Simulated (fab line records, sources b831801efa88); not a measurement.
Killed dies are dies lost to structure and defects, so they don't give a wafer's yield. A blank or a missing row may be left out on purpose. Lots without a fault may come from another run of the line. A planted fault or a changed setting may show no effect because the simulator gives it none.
Chamber matching | flow sky130 | SKY_FIELD_ISO_ETCH_17 on rie_si-02: 4 sister chambers
The step etches Si in HBr/Cl2/O2, target depth 342 nm, time 97.7 s. 4 wafers are shown with their chamber, then 7 later ones without.

WAFERS WITH THEIR CHAMBER
wafer  | chamber | run_length_s (s)
L153.1 | 2       | 125.7
L153.4 | 3       | 126.1
L155.4 | 1       | 125.9
L155.5 | 0       | 126.4

WAFERS WITHOUT THEIR CHAMBER
wafer  | run_length_s (s)
L155.6 | 126.1
L161.1 | 126.5
L161.2 | 126.4
L161.5 | 125.6
L164.1 | 125.9
L164.4 | 126.8
L164.5 | 125.6

WHICH CHAMBER EACH WENT THROUGH
wafer  | from the rows above          | in truth
L155.6 | can't be placed: 3 or 1 or 0 | 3
L161.1 | can't be placed: 0 or 3      | 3
L161.2 | can't be placed: 0 or 3      | 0
L161.5 | can't be placed: 2 or 1      | 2
L164.1 | can't be placed: 1 or 3 or 2 | 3
L164.4 | can't be placed: 0 or 3      | 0
L164.5 | can't be placed: 2 or 1      | 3
Placed correctly: 0 of 7. Can't be placed from these rows: 7 (the true chamber is among the candidates in 6). Placed wrongly: 0.
How it was worked out, from the rows above alone: a wafer's distance from a chamber is the root of the sum, over the readings, of the square of ((its reading less the chamber's mean) divided by the reading's scatter). The wafer belongs to the nearest chamber; if the next one is less than 2 further off, it can't be placed. A chamber's mean is the mean of its shown wafers. The scatter: with one shown wafer a chamber, the root of the mean of the squares of how far each hidden wafer lies from its nearest shown one.
